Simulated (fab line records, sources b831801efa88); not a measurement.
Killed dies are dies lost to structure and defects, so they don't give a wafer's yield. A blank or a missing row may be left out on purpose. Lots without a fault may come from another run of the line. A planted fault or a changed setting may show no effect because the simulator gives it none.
Which tool did it? | flow gf180mcu | 12 lots, 36 wafers sampled, at 5 steps of a route of 602

WHAT THE GAUGES READ, wafer by wafer
GF_M4_OVL_MEAS_15.
lot  | measured     | on         | M4_OVL (nm)
L894 | day 23 02:53 | overlay-01 | -3 -10 -10
L895 | day 23 17:23 | overlay-01 | 1 -5 -3
L896 | day 24 08:40 | overlay-02 | 5 7 4
L898 | day 24 11:50 | overlay-01 | 4 -2 -2
L902 | day 26 04:13 | overlay-01 | 4 3 0
L904 | day 27 02:17 | overlay-01 | -3 -3 6
L907 | day 27 16:17 | overlay-01 | -9 -5 -1
L908 | day 27 23:26 | overlay-01 | -5 -13 -5
L909 | day 28 06:43 | overlay-02 | 7 5 6
L914 | day 29 20:49 | overlay-01 | 8 6 7
L916 | day 30 12:23 | overlay-01 | -12 -3 -6
L917 | day 30 14:29 | overlay-01 | -4 -7 -7

GF_V4_THK_MEAS_03.
lot  | measured     | on            | V4_CVD_02_THK (nm)
L894 | day 23 03:47 | film_metro-03 | 846 851 855
L895 | day 23 18:19 | film_metro-03 | 856 851 859
L896 | day 24 09:34 | film_metro-01 | 856 850 871
L898 | day 24 12:45 | film_metro-03 | 848 852 859
L902 | day 26 05:07 | film_metro-03 | 850 868 871
L904 | day 27 03:11 | film_metro-02 | 829 840 849
L907 | day 27 17:11 | film_metro-02 | 836 844 846
L908 | day 28 00:22 | film_metro-01 | 846 861 846
L909 | day 28 07:37 | film_metro-01 | 840 849 868
L914 | day 29 21:44 | film_metro-01 | 862 879 858
L916 | day 30 13:19 | film_metro-03 | 834 840 851
L917 | day 30 15:25 | film_metro-03 | 856 857 856

GF_V4_CD_MEAS_14: target cd 260 nm.
lot  | measured     | on        | cd_nm (nm)
L894 | day 24 02:17 | cd_sem-02 | 260.9 261.2 262.1
L895 | day 24 17:08 | cd_sem-02 | 260.5 261.0 261.3
L896 | day 25 08:18 | cd_sem-02 | 259.0 259.5 260.3
L898 | day 25 11:14 | cd_sem-02 | 258.5 259.6 260.0
L902 | day 27 02:16 | cd_sem-01 | 259.0 260.0 259.5
L904 | day 27 23:44 | cd_sem-02 | 257.6 258.0 257.7
L907 | day 28 13:24 | cd_sem-01 | 260.2 258.9 260.2
L908 | day 28 20:23 | cd_sem-01 | 254.5 255.7 254.0
L909 | day 29 03:04 | cd_sem-01 | 252.7 253.8 253.8
L914 | day 30 15:38 | cd_sem-01 | 259.7 258.2 259.1
L916 | day 31 08:10 | cd_sem-02 | 258.7 259.3 259.1
L917 | day 31 10:23 | cd_sem-02 | 258.3 258.5 259.4

WHICH TOOL RAN EACH LOT (tool, then ch and the chambers of the sampled wafers, then the start)
lot  | GF_M4_SPUTTER_00             | GF_V4_PEB_12
L894 | pvd_sputter-02, day 22 03:47 | litho_track-04 ch 0, day 24 01:56
L895 | pvd_sputter-04, day 22 18:01 | litho_track-01 ch 0, day 24 16:49
L896 | pvd_sputter-04, day 23 10:34 | litho_track-01 ch 0, day 25 07:57
L898 | pvd_sputter-02, day 23 13:52 | litho_track-01 ch 0, day 25 10:55
L902 | pvd_sputter-04, day 25 06:05 | litho_track-04 ch 0, day 27 01:55
L904 | pvd_sputter-02, day 26 05:22 | litho_track-04 ch 0, day 27 23:23
L907 | pvd_sputter-03, day 26 19:59 | litho_track-01 ch 0, day 28 13:03
L908 | pvd_sputter-02, day 27 03:26 | litho_track-04 ch 0, day 28 20:04
L909 | pvd_sputter-02, day 27 10:28 | litho_track-04 ch 0, day 29 02:43
L914 | pvd_sputter-02, day 29 01:57 | litho_track-01 ch 0, day 30 15:19
L916 | pvd_sputter-02, day 29 17:40 | litho_track-02 ch 0, day 31 07:49
L917 | pvd_sputter-02, day 29 20:23 | litho_track-02 ch 0, day 31 10:04
- GF_M4_SPUTTER_00: material Ti, target thk 37.5 nm, time 150 s.
- GF_V4_PEB_12: peb time 90 s.

WHAT THE TOOLS THEMSELVES READ (means of the sampled wafers that have a number; where no wafer has one, the mark that the record gives instead)
GF_M4_SPUTTER_00.
lot  | tool           | cathode_dc_power_W (W) | throttle_valve_pct (%)
L894 | pvd_sputter-02 | 4000.4                 | 30.5
L895 | pvd_sputter-04 | 3999.2                 | 29.9
L896 | pvd_sputter-04 | 4000.1                 | 30.4
L898 | pvd_sputter-02 | 4000.5                 | 30.6
L902 | pvd_sputter-04 | 4000.4                 | 29.4
L904 | pvd_sputter-02 | 4000.8                 | 30.7
L907 | pvd_sputter-03 | 3999.4                 | 29.2
L908 | pvd_sputter-02 | 4000.1                 | 30.5
L909 | pvd_sputter-02 | 4000.1                 | 30.7
L914 | pvd_sputter-02 | 4000.1                 | 30.9
L916 | pvd_sputter-02 | 3999.6                 | 30.2
L917 | pvd_sputter-02 | 4000.3                 | 30.2

GF_V4_PEB_12.
lot  | tool           | exhaust_pa (Pa) | heater_power_total_W (W) | plate_temp_C (C)
L894 | litho_track-04 | 45.4            | 85.64                    | 135.02
L895 | litho_track-01 | 45.4            | 85.66                    | 134.99
L896 | litho_track-01 | 44.6            | 85.69                    | 135.10
L898 | litho_track-01 | 44.5            | 85.73                    | 135.07
L902 | litho_track-04 | 44.6            | 85.69                    | 135.07
L904 | litho_track-04 | 45.6            | 85.65                    | 135.02
L907 | litho_track-01 | 44.5            | 85.71                    | 135.15
L908 | litho_track-04 | 44.7            | 83.90                    | 132.87
L909 | litho_track-04 | 45.2            | 83.97                    | 132.86
L914 | litho_track-01 | 45.5            | 85.72                    | 134.99
L916 | litho_track-02 | 45.2            | 85.73                    | 134.89
L917 | litho_track-02 | 44.8            | 85.74                    | 135.04

THE ANSWER, worked out from the rows above alone
Rule: what is usual is taken from the lots themselves. Put in order of their means at a reading, lots are off if they are a third of the lots or fewer, leave a main group of 4 or more, and stand apart from it by a gap of 3 or more times the standard deviation of the main group's means; of several such gaps the widest counts. A main group whose means are all the same, to the digits that the tables above print for the reading, isn't used. A lot without any number at a reading at which 4 lots or more have one is off too. The other lots that the step has rows for count as sound. The gauges are gone through in route order, then the tools' own readings, and for those a lot's mean is taken as printed above. The first step at which some lot is off is used, and at that step the reading that is off furthest; a lot without a number counts as furthest.
Off: L908, L909, at GF_V4_CD_MEAS_14 (cd_nm). The main group: mean 259.5 nm, standard deviation 0.99.
A tool fits if, at a process step before that reading, it ran every lot that is off, and no sound lot after the first of them. The gauges at GF_V4_CD_MEAS_14 aren't tried: what is off there is off at GF_V4_PEB_12 too, on other tools, and a gauge's error can't cause that. One fits: litho_track-04 at GF_V4_PEB_12. Its last sound lot is L904 (day 27 23:23), its first lot that is off L908 (day 28 20:04): a fault that began between those two fits.
The tool's own readings at GF_V4_PEB_12 bear it out: on the lots that are off they differ by more than 5 times the standard deviation of the sound lots' means. heater_power_total_W reads 83.94 W there against 85.70 W on the sound lots; plate_temp_C reads 132.87 C there against 135.03 C on the sound lots.

WHAT THE SIMULATOR HAD PUT IN
Process parameter drift: litho_track-04, from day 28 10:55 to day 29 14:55, at GF_V4_PEB_12. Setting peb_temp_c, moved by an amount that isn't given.
Lots struck among those shown: L908, L909. The rule above found the same.
